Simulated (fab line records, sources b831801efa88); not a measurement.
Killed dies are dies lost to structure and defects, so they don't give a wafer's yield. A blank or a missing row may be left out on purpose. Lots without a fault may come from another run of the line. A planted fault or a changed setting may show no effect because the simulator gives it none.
Problem report in the 8D (eight disciplines) form, filled by code | flow sky130 | the parts of the form that need people (team, actions taken, sign-off) are left out

1. THE PROBLEM
killed_at_other at SKY_PAD_OPEN_PROBE_99 reads a mean of 51.7 on 3 wafers of 2 lots; wafers without a fault read 0.3 with a standard deviation of 0.56. That is +92 standard deviations from the usual mean.
First seen on wafer L666.6, day 49 05:52, on prober-01. The record holds 12 wafers of 4 lots with a number at this step. Rule for "out", or "out of limits": more than 4 standard deviations from the usual mean. The other wafers with a number count as sound.

2. WHAT IT IS AND WHAT IT IS NOT
question                    | is                                    | is not
which readings at this step | killed_at_other, sort_bin_3_pad_short | killed_at_M0_to_M3, killed_at_M4_up, killed_at_contacts, killed_at_front_end, killed_open, killed_short, sort_bin_6_memory
which lots                  | L666, L668                            | L669, L670
which wafers of those lots  | L666.6, L668.2, L668.6                | L666.3, L666.5, L668.5
read on which tools         | prober-01                             | prober-02
when                        | from day 49 05:52                     | up to then (2 sound wafers); but 7 sound wafers of L668, L669, L670 came after

3. SUSPECTS, AND WHAT RULES EACH OUT
Counting: a tool at a process step up to the reading stays a suspect if it ran every lot that is out. Sound lots after the first of them don't rule it out here, since some wafers of a struck lot are sound.
- rie_metal-04 at SKY_CAPM_METAL_ETCH_13 (etches TiN in Cl2/BCl3, stops on SiO2, target depth 220 nm, time 62.9 s): kept. It ran every lot that is out, first L666 (day 41 15:33).
- prober-01 at SKY_PAD_OPEN_PROBE_99: kept. It ran every lot that is out, first L666 (day 49 05:43). Its own readings are out on those wafers: killed_at_other, sort_bin_3_pad_short.
- Within rie_metal-04 at SKY_CAPM_METAL_ETCH_13: the wafers that are out ran in chamber 1; their sound lot-mates ran in chamber 0.
Left after counting: rie_metal-04 at SKY_CAPM_METAL_ETCH_13, prober-01 at SKY_PAD_OPEN_PROBE_99.

4. THE CAUSE (what the simulator had put in)
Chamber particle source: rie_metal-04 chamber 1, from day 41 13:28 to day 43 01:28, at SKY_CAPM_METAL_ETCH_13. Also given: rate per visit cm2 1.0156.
Counting left 2 suspects, and this tool is among them.

5. THE CHAIN OF EFFECTS, in route order
Each row: a reading whose mean over the struck wafers that have a number lies more than 3 standard deviations from the usual. Only readings for which the record gives a usual standard deviation are gone through. hours: the time from each lot's start at the first step in this table that gives one to its start at this step, as a median over the lots. sigmas: the change in usual standard deviations.
hours | step                  | reading              | usual  | on struck wafers | change | sigmas
0     | SKY_PAD_OPEN_PROBE_99 | defect_limited_yield | 82.9 % | 74.2             | -8.7   | -4.0
0     | SKY_PAD_OPEN_PROBE_99 | killed_at_other      | 0.3    | 51.7             | +51.4  | +92
0     | SKY_PAD_OPEN_PROBE_99 | killed_dies          | 84     | 127              | +43    | +3.9
0     | SKY_PAD_OPEN_PROBE_99 | sort_bin_3_pad_short | 0.8 %  | 4.0              | +3.2   | +7.4
0     | SKY_PAD_OPEN_PROBE_99 | sort_bin_5_function  | 10.2 % | 15.9             | +5.7   | +3.5
0     | SKY_PAD_OPEN_PROBE_99 | sort_n_pass          | 408    | 365              | -43    | -3.9
0     | SKY_PAD_OPEN_PROBE_99 | sort_yield_pct       | 82.9 % | 74.2             | -8.7   | -4.0
The process steps in it:
- SKY_PAD_OPEN_PROBE_99

6. WHAT WOULD HAVE CAUGHT IT SOONER
In this record the first reading out of limits was taken at day 49 05:52, 184 hours after the fault began at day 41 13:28.
Of the tool readings at SKY_CAPM_METAL_ETCH_13 for which the record gives a usual standard deviation, none was out on any struck wafer, so an alarm limit of 4 standard deviations on them would not have fired.
All the lots that are out (2) had begun SKY_CAPM_METAL_ETCH_13 on rie_metal-04 by day 49 05:52. A hold on the tool at that time would have spared none of them.
